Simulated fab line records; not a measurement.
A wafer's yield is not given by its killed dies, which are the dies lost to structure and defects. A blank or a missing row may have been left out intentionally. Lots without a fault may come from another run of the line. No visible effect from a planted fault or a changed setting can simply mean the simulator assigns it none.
A struck lot beside a sound one	flow sky130	19 out of 708 route steps
Sound: wafers L434.2, L434.3, L434.4. Struck: wafers L426.2, L426.3, L426.6. The cause is given at the end.
For every step that has rows: the tool of each side, followed by ch and its chambers, followed by its first start. Under that, the readings that differ: sound wafers	struck wafers	difference of the means	sigmas: that difference in standard deviations of wafers without a fault.
alike: words and numbers the same on both sides, and readings whose means are apart by under 2 such deviations; not compared: readings that were withheld, readings missing a value for some wafer, numbers with overlapping values and no deviation given by the record, and bounds like >300 which may hide the same value.
The two part at a step that has a row with sigmas, a row that says differs or no value, or rows on one side only. When numbers do not overlap yet have no deviation, they are printed without sigmas and do not part them. Lack of a reading on every wafer of one side parts them only where that side has two or more wafers.

first, 1 step without rows for these wafers: SKY_LDD_LDN_IMPLANT_11.
SKY_LDD_LDN_STRIP_12: strips in O2/N2.
  sound on plasma asher-02 ch 0,1, day 29 23:21; struck on plasma asher-02 ch 0,1, day 27 06:29
  alike: chamber pressure mTorr, drypump motor current A, n2 flow sccm, oes product au, strip time to endpoint s
  not compared: rf hours counter h
SKY_LDD_LDN_TW_MEAS_13:
  sound on film metro-01 at day 29 23:28; struck on film metro-03 at day 27 06:39
  alike: LDD_LDN_TW
then, 2 steps without rows for these wafers: SKY_LDD_LDN_CLEAN_14 (cleans in SC1/SC2, time 150 s); SKY_SPACER_CVD_00 (deposits Si3N4 from DCS/NH3, target thk 43.1 nm, time 740 s).
SKY_SPACER_THK_MEAS_01:
  sound on film metro-01 at day 30 01:23; struck on film metro-01 at day 27 07:58
  alike: SPACER_CVD_00_THK
SKY_SPACER_ETCHBACK_02: etches Si3N4 in CH3F/O2, stops on SiO2, time 46.7 s, target depth 45 nm.
  sound on rie diel-01 ch 0,2,3, day 30 01:26; struck on rie diel-01 ch 0,3, day 27 08:01
  alike: ch3f flow sccm, chamber pressure mTorr, drypump motor current A, oes product au, throttle valve pct
  not compared: rf hours counter h
then, 5 steps without rows for these wafers: SKY_POLY_CUT_DEHYDRATE_00 (time 60 s); SKY_POLY_CUT_HMDS_01 (prime time 60 s); SKY_POLY_CUT_COAT_02 (resist thk 60 nm); SKY_POLY_CUT_COAT_03 (resist thk 450 nm); SKY_POLY_CUT_SOFTBAKE_04 (time 90 s).
SKY_POLY_CUT_EXPOSE_05: exposes mask NPCM, target cd 270 nm.
  sound on krf scanner-01 ch 0, day 30 15:25; struck on krf scanner-02 ch 0, day 27 22:49
reading	sound	struck	difference	sigmas
model.POLY_CUT.overlay x nm (nm)	4.465 4.465 4.465	49.27 49.27 49.27	+44.81	
  alike: mask
then, 2 steps without rows for these wafers: SKY_POLY_CUT_PEB_06; SKY_POLY_CUT_DEVELOP_07 (develop time 60 s).
SKY_POLY_CUT_CD_MEAS_08 targets a cd of 270 nm.
  sound on cd sem-01 at day 31 05:07; struck on cd sem-02 at day 28 12:41
reading	sound	struck	difference	sigmas
cd nm (nm)	271.1 272.0 271.3	268.0 268.8 269.0	-2.9	-2
SKY_POLY_CUT_OVL_MEAS_09:
  sound on overlay-02 at day 31 05:13; struck on overlay-02 at day 28 12:47
reading	sound	struck	difference	sigmas
POLY_CUT_OVL (nm)	8 8 3	63 50 54	+49	+9
SKY_POLY_CUT_ETCH_10: etches BARC in N2/H2, stops on SiO2, time 45.9 s, target depth 60 nm.
  sound on rie diel-03 ch 0,3, day 31 05:15; struck on rie diel-04 ch 0,2, day 28 12:49
reading	sound	struck	difference	sigmas
chamber pressure mTorr (mTorr)	29.99 30.24 29.98	29.97 29.99 30.01	-0.08	-2
oes product au (a.u.)	0.859 0.852 0.847	0.865 0.860 0.864	+0.010	+2
  alike: drypump motor current A, n2 flow sccm, throttle valve pct
  not compared: rf hours counter h
-- the record jumps here: 20 days lie between the struck wafers' starts before and after (it left off in module POLY_CUT and takes up again in module PAD_OPEN, whose first step shown is number 708 of the route) --
SKY_PAD_OPEN_PROBE_99:
  sound on prober-02 at day 50 11:26; struck on prober-02 at day 48 19:43
  alike: killed_at_M0_to_M3, killed_at_M4_up, killed at contacts, killed at front end, killed at other, killed dies, killed open, killed short

== WHERE THEY PART ==
First at SKY_POLY_CUT_CD_MEAS_08; last, within this record, at SKY_POLY_CUT_ETCH_10. Later steps at which nothing parts them and some readings are alike: SKY_PAD_OPEN_PROBE_99.

WHY: whatever the simulator had introduced
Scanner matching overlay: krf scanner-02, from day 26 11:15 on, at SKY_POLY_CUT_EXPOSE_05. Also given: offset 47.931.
